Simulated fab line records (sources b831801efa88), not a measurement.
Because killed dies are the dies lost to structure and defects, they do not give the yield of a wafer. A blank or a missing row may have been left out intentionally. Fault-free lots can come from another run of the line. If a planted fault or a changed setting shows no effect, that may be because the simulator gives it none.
Struck lot and sound lot, side by side | flow sky130 | 30 out of 708 route steps
Sound: these wafers, L701.1, L701.2, L701.3. The struck wafers were L707.3, L707.5, L707.6. The cause comes at the end.
For every step that has rows: the tool of each side, followed by ch and its chambers, followed by its first start. Under that, the readings that differ: sound wafers | struck wafers | difference of the means | sigmas: that difference in standard deviations of wafers without a fault.
alike: readings with means less than 2 such deviations apart, plus words and numbers identical on both sides. not compared: withheld readings, readings lacking a value on some wafer, bounds such as >300 that could conceal the same value, and numbers that have no deviation in the record and whose values overlap.
A row with sigmas, a row that says differs or no value, or rows on one side alone: a step with any of these is where the two part. When numbers do not overlap yet have no deviation, they are printed without sigmas and do not part them. Lack of a reading on every wafer of one side parts them only where that side has two or more wafers.

SKY_PWDE_STRIP_09: strips in O2/N2.
  sound on plasma asher-03 ch 0,1, day 4 04:47; struck on plasma asher-02 ch 0,1, day 5 11:08
  alike: drypump motor current A, oes product au, strip time to endpoint s
  not compared: rf hours counter h
SKY_PWDE_TW_MEAS_10:
  sound on film metro-02, day 4 04:53; struck on film metro-04, day 5 11:13
  alike: PWDE_TW
then, 7 steps without rows for these wafers: SKY_NWELL_DEHYDRATE_03 (time 60 s); SKY_NWELL_HMDS_04 (prime time 60 s); SKY_NWELL_COAT_05 (resist thk 3000 nm); SKY_NWELL_SOFTBAKE_06; SKY_NWELL_EXPOSE_07 (exposes mask NWM, target cd 840 nm); SKY_NWELL_PEB_08; SKY_NWELL_DEVELOP_09 (develop time 60 s).
SKY_NWELL_OVL_MEAS_10:
  sound on overlay-01, day 4 22:19; struck on overlay-01, day 6 05:26
  alike: NWELL_00_OVL
then, 2 steps without rows for these wafers: SKY_NWELL_IMPLANT_11; SKY_NWELL_IMPLANT_12.
SKY_NWELL_IMPLANT_13:
  sound on implanter-03 ch 0, day 4 22:39; struck on implanter-01 ch 0, day 6 05:48
  reading            | sound                     | struck                       | difference | sigmas
  dose ions cm2      | 6.989e+11 7e+11 6.999e+11 | 4.88e+11 4.879e+11 4.867e+11 | -2.12e+11  | -99 or more
  faraday current uA | 3.93 4.07 3.95            | 2.84 2.82 2.61               | -1.23      | -16
SKY_NWELL_STRIP_14: strips in O2/N2.
  sound on plasma asher-03 ch 0,1, day 4 22:48; struck on plasma asher-03 ch 0,1, day 6 05:56
  alike: drypump motor current A, oes product au, strip time to endpoint s
  not compared: rf hours counter h
SKY_NWELL_TW_MEAS_15:
  sound on film metro-02, day 4 22:54; struck on film metro-02, day 6 06:01
  alike: NWELL_TW
then, 7 steps without rows for these wafers: SKY_NWELL_DEHYDRATE_16 (time 60 s); SKY_NWELL_HMDS_17 (prime time 60 s); SKY_NWELL_COAT_18 (resist thk 3000 nm); SKY_NWELL_SOFTBAKE_19; SKY_NWELL_EXPOSE_20 (exposes mask NWM COMPLEMENT, target cd 840 nm); SKY_NWELL_PEB_21; SKY_NWELL_DEVELOP_22 (develop time 60 s).
SKY_NWELL_OVL_MEAS_23:
  sound on overlay-02, day 5 16:46; struck on overlay-02, day 7 00:14
  alike: NWELL_01_OVL
after that, 1 step had no rows for these wafers: SKY_NWELL_IMPLANT_24.
SKY_NWELL_STRIP_25: strips in O2/N2.
  sound on plasma asher-03 ch 0,1, day 5 16:57; struck on plasma asher-01 ch 0,1, day 7 00:26
  alike: drypump motor current A, oes product au, strip time to endpoint s
  not compared: rf hours counter h
SKY_NWELL_TW_MEAS_26:
  sound on film metro-04, day 5 17:03; struck on film metro-04, day 7 00:31
  alike: NWELL_2_TW
then, 1 step without rows for these wafers: SKY_NWELL_CLEAN_27 (cleans in SC1/SC2, time 150 s).
SKY_NWELL_RTA_28: time 30 s.
  sound on rtp anneal-01 ch 0, day 5 17:10; struck on rtp anneal-01 ch 0, day 7 00:39
  alike: lamp power pct, wafer_temp_C_max
SKY_NWELL_RS_MEAS_29: the measuring method here is four-point-probe.
  sound on film metro-02, day 5 17:16; struck on film metro-03, day 7 01:07
  reading           | sound             | struck            | difference | sigmas
  NWELL_RS (ohm/sq) | 627.1 628.5 628.0 | 632.4 634.7 634.2 | +5.9       | +4
  not compared: hold
-- the record jumps here: 41 days lie between the struck wafers' starts before and after (it left off in module NWELL and takes up again in module PAD_OPEN, whose first step shown is number 708 of the route) --
SKY_PAD_OPEN_PROBE_99:
  sound on prober-01, day 46 02:29; struck on prober-01, day 47 13:22
  reading                                   | sound                  | struck                  | difference | sigmas
  model.etest.pfet g5v0d10v5.r on ohm um    | 4786 4830 4775         | 4723 4688 4690          | -97        |
  model.etest.pfet g5v0d10v5.drive ua um    | 340 336.8 339.8        | 343.7 341.7 343.8       | +4.2       |
  model.etest.pfet_01v8_lvt.drive ua um     | 174 176.8 172.9        | 178.9 179.2 180         | +4.8       |
  model.etest.pfet g5v0d10v5.off log10 a um | -12.82 -12.73 -12.7    | -11.87 -11.94 -11.82    | +0.87      |
  model.etest.pfet_01v8_lvt.off log10 a um  | -8.985 -8.863 -9.135   | -8.556 -8.475 -8.504    | +0.483     |
  model.etest.pfet g5v0d10v5.vt sat v (V)   | -0.655 -0.6368 -0.6331 | -0.5722 -0.5605 -0.5739 | +0.0728    |
  model.etest.pfet_16v.vt v (V)             | -1.119 -1.108 -1.107   | -1.026 -1.012 -1.008    | +0.096     |
  alike: killed_at_M0_to_M3, killed_at_M4_up, killed at contacts, killed at front end, killed at other, killed dies, killed open, killed short
  not compared: model.etest.nfet_16v.r on ohm um

## WHERE THEY PART
First at SKY_NWELL_IMPLANT_13; last, within this record, at SKY_NWELL_RS_MEAS_29. Later steps at which nothing parts them and some readings are alike: SKY_PAD_OPEN_PROBE_99.

WHY: whatever the simulator had introduced
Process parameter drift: implanter-01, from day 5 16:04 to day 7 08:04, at SKY_NWELL_IMPLANT_13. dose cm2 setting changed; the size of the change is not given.
